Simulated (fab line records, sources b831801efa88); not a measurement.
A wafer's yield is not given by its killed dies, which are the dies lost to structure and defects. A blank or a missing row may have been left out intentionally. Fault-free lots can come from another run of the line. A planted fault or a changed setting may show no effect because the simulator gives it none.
fab line records    flow sky130
record: lots: 6  wafers: 16  last-day: 49
route steps=708 shown LOCAL_INTERCONNECT@396 CONTACT@406 PAD_OPEN@708
lots with no fault: from the same line, run without faults
start-h: the number of hours between the record's first day and the start of the first shown wafer of the lot    wait-h: hours since the lot's step before    " the same as in the row above    L1.1+2: a single row standing in for several wafers    - no value, or no start was given    * or withheld: withheld    < > ~ a bound
route shown NAME@n: NAME is a module with steps in the file, n the number in the route of the first one    usual: mean/standard deviation taken from wafers without a fault    same: alike in all rows    chamber/n: place in a boat    sites: per-site readings    _std_site: standard deviation across them    _edge_site: the outer-site mean with the inner-site mean subtracted    radius-mm: for every site, how far away it sits from the centre of the wafer    mask NAME#n: copy n    behind: the last tool/chamber to shape the wafer    hold: reason for holding the lot/hours on hold/outcome of the hold    device: which transistor (n, p or np) failed to switch    end of line: tests of these same wafers at the route's end    a step with no rows: only its recipe    killed: dies that structure and defects cost at the first sort, which is not the same as the wafer's yield    map: shows each die of a wafer: x if killed, . if not, _ if none is there
set.NAME: setting as actually run; set.NAME@STEP: the setting as run at that earlier step    model.NAME: the simulator's own value behind a step, which no gauge read
lots at some steps of the route; a table a step, a row a wafer
services: from which hour (start-h, from the record's first day; less than 0 if before it) a tool's chamber was out of use, for how many hours, and why
== steps ==
step: SKY_LOCAL_INTERCONNECT_PEB_09
recipe: peb-temp-c: withheld  peb-time-s: withheld  resist: KrF-thick
step: SKY_LOCAL_INTERCONNECT_DEVELOP_10
recipe: develop-time-s: 60  resist: KrF-thick  dev-temp-c: 21
step: SKY_LOCAL_INTERCONNECT_CD_MEAS_11
recipe: target-cd-nm: 170
usual: cd-nm: 170.1/1.7
lot.wafer  tool       chamber  start-h  wait-h  cd-nm
L231.1     cd-sem-01  -        697.27   -       168.1
L231.4     "          -        "        "       168.6
L231.6     "          -        "        "       168.9
L232.2     cd-sem-02  -        711.57   -       170.0
L232.3     "          -        "        "       170.3
L232.6     "          -        "        "       169.9
L238.4     cd-sem-02  -        769.36   -       171.3
L238.6     "          -        "        "       171.4
L240.2     cd-sem-02  -        779.99   -       171.5
L240.3     "          -        "        "       170.8
L246.2     cd-sem-02  -        808.77   -       171.0
L246.4     "          -        "        "       169.8
L246.6     "          -        "        "       170.6
L251.1     cd-sem-02  -        862.77   -       170.3
L251.3     "          -        "        "       171.3
L251.4     "          -        "        "       169.4
step: SKY_LOCAL_INTERCONNECT_OVL_MEAS_12
usual: LOCAL_INTERCONNECT_OVL: 0/6.3
lot.wafer  tool        chamber  start-h  wait-h  LOCAL_INTERCONNECT_OVL[nm]
L231.1     overlay-01  -        697.39   0.1     -1
L231.4     "           -        "        "       14
L231.6     "           -        "        "       0
L232.2     overlay-02  -        711.68   0.1     -4
L232.3     "           -        "        "       7
L232.6     "           -        "        "       0
L238.4     overlay-02  -        769.44   0.1     -4
L238.6     "           -        "        "       1
L240.2     overlay-02  -        780.10   0.1     2
L240.3     "           -        "        "       -1
L246.2     overlay-02  -        808.88   0.1     -10
L246.4     "           -        "        "       -5
L246.6     "           -        "        "       -8
L251.1     overlay-01  -        862.89   0.1     -3
L251.3     "           -        "        "       -3
L251.4     "           -        "        "       10
step: SKY_LOCAL_INTERCONNECT_ETCH_13
recipe: chemistry: N2/H2  target: BARC  ion-energy-ev: 200  bias-w: 100  pressure-mtorr: 30  n2-flow-sccm: 100  h2-flow-sccm: 200  icp-w: 500  stop-on: SiO2  time-s: 45.9  target-depth-a: 600
usual: drypump-motor-current-A: 6.28/0.29  oes-product-au: 0.855/0.0043  throttle-valve-pct: 13.224/0.0089
lot.wafer  tool          chamber  start-h  wait-h  drypump-motor-current-A  oes-product-au  rf-hours-counter-h  throttle-valve-pct
L231.1     rie-metal-04  0        697.43   0.0     6.33                     0.858           5                   13.233
L231.4     "             1        "        "       6.39                     0.857           -                   13.217
L231.6     "             0        "        "       6.34                     0.856           -                   13.216
L232.2     rie-metal-04  0        711.73   0.0     6.36                     0.854           -                   13.222
L232.3     "             0        "        "       6.31                     0.856           -                   13.221
L232.6     "             0        "        "       6.34                     0.855           -                   13.227
L238.4     rie-metal-04  0        769.48   0.0     6.37                     0.854           -                   13.224
L238.6     "             1        "        "       6.35                     0.851           -                   13.234
L240.2     rie-metal-01  0        780.13   0.0     5.97                     0.851           1                   13.217
L240.3     "             0        "        "       5.99                     0.861           -                   13.234
L246.2     rie-metal-04  1        808.91   0.0     6.42                     0.858           2                   13.229
L246.4     "             1        "        "       6.39                     0.850           -                   13.226
L246.6     "             0        "        "       6.35                     0.852           -                   13.220
L251.1     rie-metal-01  0        862.93   0.0     5.96                     0.859           5                   13.228
L251.3     "             1        "        "       6.61                     0.850           -                   13.216
L251.4     "             0        "        "       5.97                     0.854           -                   13.240
step: SKY_LOCAL_INTERCONNECT_METAL_ETCH_14
recipe: target-depth-nm: 110  stop-on: PSG  chemistry: Cl2/BCl3  target: TiN  resist-sidewall-deg: 88  pressure-mtorr: 10  icp-w: 900  bias-w: 48.5  Cl2_flow_sccm: 60  bcl3-flow-sccm: 30  time-s: 31.4
usual: drypump-motor-current-A: 6.28/0.29  oes-product-au: 0.943/0.0086  throttle-valve-pct: 21.900/0.01
lot.wafer  tool          chamber  start-h  wait-h  drypump-motor-current-A  oes-product-au  rf-hours-counter-h  throttle-valve-pct
L231.1     rie-metal-04  0        697.49   0.0     6.28                     0.956           5                   21.901
L231.4     "             1        "        "       6.36                     0.951           -                   21.900
L231.6     "             0        "        "       6.28                     0.945           -                   21.906
L232.2     rie-metal-04  0        711.85   0.1     6.34                     0.946           -                   21.914
L232.3     "             0        "        "       6.33                     0.941           -                   21.887
L232.6     "             0        "        "       6.36                     0.946           -                   21.893
L238.4     rie-metal-04  0        769.54   0.0     6.32                     0.933           -                   21.899
L238.6     "             1        "        "       6.39                     0.947           -                   21.892
L240.2     rie-metal-01  0        780.19   0.0     5.95                     0.943           1                   21.899
L240.3     "             0        "        "       5.99                     0.932           -                   21.904
L246.2     rie-metal-04  1        808.97   0.0     6.38                     0.941           2                   21.908
L246.4     "             1        "        "       6.40                     0.939           -                   21.916
L246.6     "             0        "        "       6.32                     0.943           -                   21.906
L251.1     rie-metal-01  0        862.99   0.0     5.95                     0.940           5                   21.871
L251.3     "             1        "        "       6.66                     0.948           -                   21.903
L251.4     "             0        "        "       5.98                     0.934           -                   21.899
step: SKY_LOCAL_INTERCONNECT_STRIP_15
recipe: chemistry: O2/N2  power-w: 1400  pressure-mtorr: 1500  platen-temp-c: withheld  o2-flow-sccm: 3000  n2-flow-sccm: 300  overash-fraction: 0.5
usual: drypump-motor-current-A: 5.7/0.54  oes-product-au: 0.427/0.0044  strip-time-to-endpoint-s: 4.726/0.025
lot.wafer  tool             chamber  start-h  wait-h  drypump-motor-current-A  oes-product-au  rf-hours-counter-h  strip-time-to-endpoint-s
L231.1     plasma-asher-02  1        697.54   0.0     5.7                      0.424           27                  4.714
L231.4     "                0        "        "       5.6                      0.426           -                   4.751
L231.6     "                0        "        "       5.6                      0.432           -                   4.735
L232.2     plasma-asher-01  0        711.94   0.1     6.0                      0.428           62                  4.704
L232.3     "                0        "        "       6.0                      0.423           -                   4.684
L232.6     "                1        "        "       5.3                      0.425           -                   4.702
L238.4     plasma-asher-04  0        769.60   0.1     6.7                      0.433           -                   4.740
L238.6     "                0        "        "       6.7                      0.425           -                   4.736
L240.2     plasma-asher-01  1        780.24   0.0     5.3                      0.427           69                  4.770
L240.3     "                0        "        "       6.0                      0.428           -                   4.768
L246.2     plasma-asher-04  1        809.02   0.0     5.0                      0.427           93                  4.725
L246.4     "                1        "        "       5.0                      0.432           -                   4.759
L246.6     "                0        "        "       6.7                      0.426           -                   4.741
L251.1     plasma-asher-04  0        863.04   0.0     6.7                      0.428           99                  4.778
L251.3     "                1        "        "       5.0                      0.422           -                   4.737
L251.4     "                0        "        "       6.7                      0.427           -                   4.768
step: SKY_LOCAL_INTERCONNECT_STRIP_16
recipe: chemistry: post-etch-residue-remover  time-s: 1200  temp-c: 72.5
step: SKY_LOCAL_INTERCONNECT_CLEAN_17
recipe: chemistry: IPA  time-s: 180  temp-c: 25
step: SKY_LOCAL_INTERCONNECT_CLEAN_18
recipe: chemistry: O3/DIW  dry: n2-spin
step: SKY_CONTACT_CVD_00
recipe: material: Si3N4  target-thk-nm: 75  temp-c: 400  time-s: withheld  rf-w: 450
usual: heater-power-w: 737/76
lot.wafer  tool      chamber  start-h  wait-h  heater-power-w
L231.1     pecvd-03  1        698.14   0.0     765
L231.4     "         1        "        "       787
L231.6     "         0        "        "       784
L232.2     pecvd-04  1        712.53   0.0     801
L232.3     "         0        "        "       771
L232.6     "         1        "        "       777
L238.4     pecvd-03  0        770.18   0.0     699
L238.6     "         1        "        "       716
L240.2     pecvd-03  2        780.87   0.0     684
L240.3     "         0        "        "       659
L246.2     pecvd-04  2        809.61   0.0     782
L246.4     "         1        "        "       798
L246.6     "         0        "        "       789
L251.1     pecvd-02  1        863.63   0.0     749
L251.3     "         0        "        "       538
L251.4     "         1        "        "       773
step: SKY_CONTACT_THK_MEAS_01
recipe: reads: Si3N4_of_CONTACT_CVD_00
usual: CONTACT_CVD_00_THK: 75.0/0.92
lot.wafer  tool           chamber  start-h  wait-h  CONTACT_CVD_00_THK[nm]
L231.1     film-metro-01  -        698.18   -       76.2
L231.4     "              -        "        "       76.4
L231.6     "              -        "        "       74.7
L232.2     film-metro-04  -        712.59   -       73.7
L232.3     "              -        "        "       73.8
L232.6     "              -        "        "       75.5
L238.4     film-metro-02  -        770.23   -       75.7
L238.6     "              -        "        "       76.7
L240.2     film-metro-02  -        780.92   -       74.5
L240.3     "              -        "        "       74.5
L246.2     film-metro-01  -        809.67   -       75.8
L246.4     "              -        "        "       75.5
L246.6     "              -        "        "       75.0
L251.1     film-metro-01  -        863.67   -       75.0
L251.3     "              -        "        "       74.7
L251.4     "              -        "        "       76.1
step: SKY_CONTACT_HDPCVD_02
recipe: material: SiO2  target-thk-nm: 565  sigma-open-frac: 0.3  time-s: 94.2  temp-c: 600  sih4-flow-sccm: 60  pressure-mtorr: 6
usual: run-length-s: 122.0/0.65
lot.wafer  tool       chamber  start-h  wait-h  run-length-s  model.SiO2_of_CONTACT_HDPCVD_02.thk-nm
L231.1     hdpcvd-01  1        698.24   0.1     122.3         562.3
L231.4     "          1        "        "       122.3         562.4
L231.6     "          0        "        "       120.7         562.1
L232.2     hdpcvd-02  2        712.64   0.0     122.0         578.3
L232.3     "          1        "        "       122.8         567.6
L232.6     "          2        "        "       122.8         572.6
L238.4     hdpcvd-01  1        770.29   0.1     128.2         586.2
L238.6     "          0        "        "       120.8         543.5
L240.2     hdpcvd-01  1        780.97   0.0     128.8         601.4
L240.3     "          2        "        "       121.6         563.2
L246.2     hdpcvd-02  0        809.72   0.0     121.5         578.9
L246.4     "          2        "        "       122.4         584.2
L246.6     "          0        "        "       121.4         570.4
L251.1     hdpcvd-02  0        863.73   0.1     121.3         573.7
L251.3     "          1        "        "       122.4         564.5
L251.4     "          0        "        "       121.7         567.4
step: SKY_CONTACT_THK_MEAS_03
recipe: reads: SiO2_of_CONTACT_HDPCVD_02
usual: CONTACT_HDPCVD_THK: 567/7.8
lot.wafer  tool           chamber  start-h  wait-h  CONTACT_HDPCVD_THK[nm]
L231.1     film-metro-02  -        698.34   0.1     562
L231.4     "              -        "        "       562
L231.6     "              -        "        "       562
L232.2     film-metro-02  -        712.72   0.0     579
L232.3     "              -        "        "       567
L232.6     "              -        "        "       573
L238.4     film-metro-02  -        770.35   0.0     586
L238.6     "              -        "        "       543
L240.2     film-metro-01  -        781.05   0.0     601
L240.3     "              -        "        "       563
L246.2     film-metro-01  -        809.80   0.0     579
L246.4     "              -        "        "       584
L246.6     "              -        "        "       570
L251.1     film-metro-01  -        863.79   0.0     574
L251.3     "              -        "        "       564
L251.4     "              -        "        "       567
step: SKY_CONTACT_CMP_04
recipe: material: SiO2  down-force-psi: 4  platen-rpm: 60  pad-velocity-m-s: 0.94248
usual: head-pressure-psi: 4.000/0.0082  motor-current-A: 11.5/1.3  slurry-flow-ml-min: 150.0/0.5  time-to-endpoint-s: 84/6.3
lot.wafer  tool    chamber  start-h  wait-h  head-pressure-psi  motor-current-A  slurry-flow-ml-min  time-to-endpoint-s
L231.4     cmp-01  3        698.45   0.1     4.002              11.5             150.5               76
L231.1     "       0        "        "       3.986              13.5             150.1               84
L231.6     "       2        "        "       4.000              13.7             149.1               77
L232.2     cmp-01  2        712.77   0.0     4.013              13.4             150.8               82
L232.3     "       1        "        "       3.989              11.7             149.8               87
L232.6     "       3        "        "       3.998              11.1             150.0               81
L238.4     cmp-01  0        770.64   0.3     3.990              13.9             149.8               90
L238.6     "       3        "        "       4.003              11.1             150.4               67
L240.2     cmp-01  2        781.10   0.0     4.004              13.8             150.4               89
L240.3     "       0        "        "       4.016              14.7             150.2               83
L246.4     cmp-02  0        810.06   0.2     4.001              10.9             149.8               97
L246.2     "       1        "        "       4.007              9.8              149.7               84
L246.6     "       3        "        "       3.995              11.7             149.6               81
L251.3     cmp-02  2        863.90   0.1     4.005              11.4             149.8               89
L251.1     "       3        "        "       4.009              11.3             151.3               84
L251.4     "       0        "        "       3.996              10.6             150.9               90
step: SKY_PAD_OPEN_PROBE_99
usual: killed_at_M0_to_M3: 42/6.1  killed_at_M4_up: 3.3/1.7  killed-at-contacts: 25/5.4  killed-at-front-end: 16/4.6  killed-at-other: 0.4/0.55  killed-dies: 87/8.8  killed-open: 47/7.1  killed-short: 40/5.8
same: gross-dies: 492  killed-at-back-side: 0
lot.wafer  tool       chamber  start-h  wait-h  killed_at_M0_to_M3  killed_at_M4_up  killed-at-contacts  killed-at-front-end  killed-at-other  killed-dies  killed-open  killed-short
L231.4     prober-02  -        1067.39  0.2     41                  4                20                  18                   0                83           46           37
L231.6     prober-02  -        1067.49  0.2     54                  0                25                  6                    1                86           51           35
L240.2     prober-02  -        1129.92  0.1     46                  5                22                  21                   0                94           49           45
L240.3     prober-02  -        1129.97  0.2     35                  4                24                  16                   0                79           42           37
killed by level:class
L231.4 VIA1:geometric-particle:open=10 VIA1:geometric-particle:short=9 VIA3:geometric-particle:open=7 LI_CONTACT:geometric-particle:open=6 SPACER:geometric-particle:open=6 LOCAL_INTERCONNECT:geometric-particle:short=5 METAL1:geometric-particle:short=5 CONTACT:geometric-particle:open=5
L231.6 VIA1:geometric-particle:open=18 LI_CONTACT:geometric-particle:open=8 CONTACT:geometric-particle:open=8 METAL3:geometric-particle:short=6 VIA3:geometric-particle:open=6 VIA1:geometric-particle:short=5 VIA2:geometric-particle:open=5 VIA2:geometric-particle:short=4
L240.2 VIA1:geometric-particle:open=15 CONTACT:geometric-particle:open=10 FIELD_ISO:geometric-particle:open=8 FIELD_ISO:geometric-particle:short=6 METAL3:geometric-particle:short=6 CONTACT:geometric-particle:short=5 METAL1:geometric-particle:short=5 METAL4:geometric-particle:short=5
L240.3 CONTACT:geometric-particle:open=12 VIA1:geometric-particle:open=7 LI_CONTACT:geometric-particle:open=6 METAL1:geometric-particle:short=6 CONTACT:geometric-particle:short=5 FIELD_ISO:geometric-particle:short=4 VIA1:geometric-particle:short=4 METAL2:geometric-particle:short=4
== services ==
tool             chamber  start-h  hours  kind
plasma-asher-01  -        680.71   4.0    repair
hdpcvd-01        1        683.88   7.2    repair
rie-metal-01     1        695.83   1.0    repair
pecvd-02         2        696.63   2.4    repair
hdpcvd-01        2        697.41   2.9    repair
cmp-02           -        709.12   4.5    pm
rie-metal-04     1        711.12   -      clean
rie-metal-04     1        711.12   18.0   scheduled-down
pecvd-02         -        723.63   3.3    repair
plasma-asher-02  -        727.21   2.1    repair
cmp-01           -        739.46   2.1    repair
pecvd-03         0        745.01   10.3   repair
cmp-01           -        748.47   4.0    pm
rie-metal-04     -        752.19   2.8    pm
hdpcvd-01        -        784.55   2.3    repair
rie-metal-04     -        793.48   0.8    repair
cmp-01           -        797.47   6.1    pm
cmp-01           -        803.60   4.8    pm
cmp-02           -        803.77   0.6    repair
cmp-01           -        804.68   4.7    repair
rie-metal-04     -        835.12   4.3    pm
cmp-01           -        844.00   0.2    repair
cmp-02           -        849.99   1.4    repair
cmp-02           -        855.26   1.8    repair
== key ==
first-sign: step: SKY_CONTACT_HDPCVD_02  reading: run-length-s  direction: up  sigmas: 10  usual: *  struck: *
effect: step: SKY_CONTACT_THK_MEAS_03  reading: CONTACT_HDPCVD_THK  direction: up  sigmas: 3.5  usual: 567  struck: 594
model-effect: step: SKY_CONTACT_HDPCVD_02  value: SiO2_of_CONTACT_HDPCVD_02.thk-nm  without: 558.2  struck: 593.8
met-at SKY_CONTACT_HDPCVD_02
struck-wafers L238.4,L240.2
tester-left-out L238,L240
onset-between 698.24 770.29
fault: kind: process-parameter-drift  tool: hdpcvd-01  chamber: -  onset-h: 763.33  steps: SKY_CONTACT_HDPCVD_02  channel: time-s  offset: *  shape: step  end-h: 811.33  scope: struck-wafers-only  acts-in: *  stated: *
tester-left-out: of these lots the tester's yield and bins aren't shown, on N5 and GAA mostly nor the transistor test; their killed dies are dies lost to structure and defects alone, not to doping, threshold or leakage, so they don't give the yield
